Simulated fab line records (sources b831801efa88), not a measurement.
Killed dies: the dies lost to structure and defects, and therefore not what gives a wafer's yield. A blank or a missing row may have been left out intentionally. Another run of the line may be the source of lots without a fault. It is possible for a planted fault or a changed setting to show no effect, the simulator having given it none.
Split-lot trial | flow sfq line | on a route of 325 steps: 5 lots, 23 wafers read

## SPLIT DETAILS
At SFQ_TRILAYER_I5_LITHO_PEB_147 (peb time 60 s), the setting peb time s was moved away from the recipe's 60 s on 8 of the 23 wafers read, by -8.5% to +10.1%. This setting was run at the recipe's value on the other wafers.

## FROM THE SPLIT TO THE READING: what the file shows between them, 1 step
- SFQ_TRILAYER_I5_LITHO_DEVELOP_146: time 60 s

## THE READING
I5.cd nm (the simulator's own value, which no gauge read), in nm, at SFQ_TRILAYER_I5_BARC_OPEN_VIA_ETCH_200 (etches BARC in O2, target depth 125 nm, time 41.7 s). The file gives no usual value for it. Here, 15 wafers ran the recipe; their average is 701.0 nm with a standard deviation of 1.8 nm.

wafer  | tool, chamber at the split | peb time s as run, s | against the recipe | I5.cd nm, nm | against lot-mates on the recipe
L074.1 | litho track-03, 0          | 60                   | recipe             | 698.4        | -
L074.2 | litho track-03, 0          | 60                   | recipe             | 698.8        | -
L074.6 | litho track-03, 0          | 60                   | recipe             | 698.5        | -
L075.1 | litho track-04, 0          | 65.62                | +9.4%              | 712.8        | +11.5
L075.2 | litho track-04, 0          | 65.62                | +9.4%              | 715.5        | +14.2
L075.5 | litho track-04, 0          | 65.62                | +9.4%              | 715.5        | +14.2
L075.3 | litho track-04, 0          | 60                   | recipe             | 701.1        | -
L075.6 | litho track-04, 0          | 60                   | recipe             | 701.4        | -
L077.1 | litho track-03, 0          | 66.07                | +10.1%             | 716          | +13.2
L077.2 | litho track-03, 0          | 66.07                | +10.1%             | 713.6        | +10.8
L077.4 | litho track-03, 0          | 60                   | recipe             | 702.4        | -
L077.5 | litho track-03, 0          | 60                   | recipe             | 703.3        | -
L077.6 | litho track-03, 0          | 66.07                | +10.1%             | 713.7        | +10.9
L078.1 | litho track-03, 0          | 54.9                 | -8.5%              | 686.3        | -12.9
L078.2 | litho track-03, 0          | 60                   | recipe             | 699.9        | -
L078.3 | litho track-03, 0          | 54.9                 | -8.5%              | 688.6        | -10.6
L078.4 | litho track-03, 0          | 60                   | recipe             | 698.3        | -
L078.5 | litho track-03, 0          | 60                   | recipe             | 699.5        | -
L080.1 | litho track-02, 0          | 60                   | recipe             | 703          | -
L080.2 | litho track-02, 0          | 60                   | recipe             | 702.5        | -
L080.4 | litho track-02, 0          | 60                   | recipe             | 702.3        | -
L080.5 | litho track-02, 0          | 60                   | recipe             | 702.3        | -
L080.6 | litho track-02, 0          | 60                   | recipe             | 703.3        | -

THE FIT
A straight line over all 23 wafers: I5.cd nm changes by +1.44 nm for each +1% of peb time s; r = +0.98; the points scatter about the line by 1.8 nm.
The same after taking each lot's own level away (the mean of its wafers on the recipe; 23 wafers): +1.3 nm for each +1%; r = +0.99; scatter 1.1 nm.
That fit puts the effect of the largest move of peb time s on the reading at 13 nm.
The span of the lots' own levels, 698.57 to 702.85 nm, comes to 2.3 times the standard deviation stated above.
So the lot-to-lot level changes the slope: the two fits differ.
Check: for one of the wafers moved furthest among these (+10.1%), held out of the fit, the line's prediction against its lot-mates is +13.1 nm. It came out at +13.2 nm against them.

## THESE WAFERS: OTHER SPLITS
Other splits were also applied to these wafers ahead of the reading. Each is held against what the fit with the lots' levels taken away leaves over:
other split on the same wafers                   | wafers away from the commonest value | r with I5.cd nm (lot level and that fit taken away)
SFQ_TRILAYER_M1_LITHO_PEB_042 peb time s         | 10                                   | -0.06
SFQ_TRILAYER_M2_LITHO_COAT_062 spin rpm          | 4                                    | -0.36
SFQ_TRILAYER_M2_LITHO_COAT_057 spin rpm          | 6                                    | +0.13
SFQ_TRILAYER_M2_LITHO_EXPOSE_058 dose mj         | 9                                    | +0.07
SFQ_TRILAYER_M2_ETCH_METAL_ETCH_060 time s       | 9                                    | +0.38
SFQ_TRILAYER_I3_VIA_LITHO_COAT_090 resist thk nm | 11                                   | +0.20
SFQ_TRILAYER_M4_LITHO_COAT_098 spin rpm          | 4                                    | -0.15
SFQ_TRILAYER_R5_DEP_SPUTTER_132 time s           | 4                                    | -0.24
SFQ_TRILAYER_R5_DEP_SPUTTER_133 time s           | 10                                   | -0.10
SFQ_TRILAYER_A5C_DEP_PECVD_142 time s            | 9                                    | +0.08

## THE FILE'S OWN FIT
I5.cd nm changes by +1.31 nm for each +1% of peb time s, r = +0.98.
